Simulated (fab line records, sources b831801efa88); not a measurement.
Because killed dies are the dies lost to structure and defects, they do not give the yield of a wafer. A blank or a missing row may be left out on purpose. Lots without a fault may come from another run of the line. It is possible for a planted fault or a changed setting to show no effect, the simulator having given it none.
Which of the tools did it? :: flow gf180mcu :: 12 lots (36 wafers sampled), 1 step of a 602-step route

WHAT THE GAUGES SHOWED, per wafer
GF_VT_IMPLANT_OVL_MEAS_29.
lot: L487
measured: day 7 03:42
on: overlay-02
VT_IMPLANT_02_OVL (nm): -0.2 2.5 0.8

lot: L488
measured: day 7 15:49
on: overlay-02
VT_IMPLANT_02_OVL (nm): -2.0 -2.0 0.0

lot: L490
measured: day 8 01:07
on: overlay-01
VT_IMPLANT_02_OVL (nm): -1.8 0.1 -2.8

lot: L492
measured: day 8 11:58
on: overlay-01
VT_IMPLANT_02_OVL (nm): 2.0 1.8 0.6

lot: L493
measured: day 8 23:34
on: overlay-01
VT_IMPLANT_02_OVL (nm): 1.7 0.8 -0.9

lot: L495
measured: day 9 08:37
on: overlay-01
VT_IMPLANT_02_OVL (nm): 0.6 -0.1 1.1

lot: L501
measured: day 10 23:46
on: overlay-02
VT_IMPLANT_02_OVL (nm): -1.9 -0.5 0.4

lot: L502
measured: day 11 05:30
on: overlay-02
VT_IMPLANT_02_OVL (nm): -3.5 1.6 -1.7

lot: L504
measured: day 11 17:43
on: overlay-01
VT_IMPLANT_02_OVL (nm): -2.4 -4.1 -1.2

lot: L505
measured: day 12 00:52
on: overlay-02
VT_IMPLANT_02_OVL (nm): 0.4 -0.8 0.0

lot: L506
measured: day 12 05:16
on: overlay-01
VT_IMPLANT_02_OVL (nm): -0.8 -0.6 2.2

lot: L507
measured: day 12 18:01
on: overlay-02
VT_IMPLANT_02_OVL (nm): -1.0 -2.4 -1.6

WHAT TOOL EACH LOT RAN ON (gives the tool, then ch and the chambers of the sampled wafers, and finally the start)
The record shows no process step preceding these readings.

WHAT THE TOOLS THEMSELVES READ (means of the sampled wafers that have a number; where no wafer has one, the mark that the record gives instead)
The record holds no such reading with a usual standard deviation.

THE ANSWER, worked out from the rows above alone
Rule: usual is defined by the lots themselves. The widest of any qualifying gaps counts: lots, ordered by their means at a reading, are off when they make up no more than a third of the lots, leave a main group of 4 or more, and stand apart from it by 3 or more times the standard deviation of that group's means. A main group whose means are all the same, to the digits that the tables above print for the reading, isn't used. A lot without any number at a reading at which 4 lots or more have one is off too. The other lots that the step has rows for count as sound. Order of review: gauges by route order, followed by the tools' own readings, for which a lot's mean as printed above is used. The first step at which some lot is off is used, and at that step the reading that is off furthest; a lot without a number counts as furthest.
No lot is off at any reading shown: from this, nothing can be told.

WHAT THE SIMULATOR HAD INSERTED
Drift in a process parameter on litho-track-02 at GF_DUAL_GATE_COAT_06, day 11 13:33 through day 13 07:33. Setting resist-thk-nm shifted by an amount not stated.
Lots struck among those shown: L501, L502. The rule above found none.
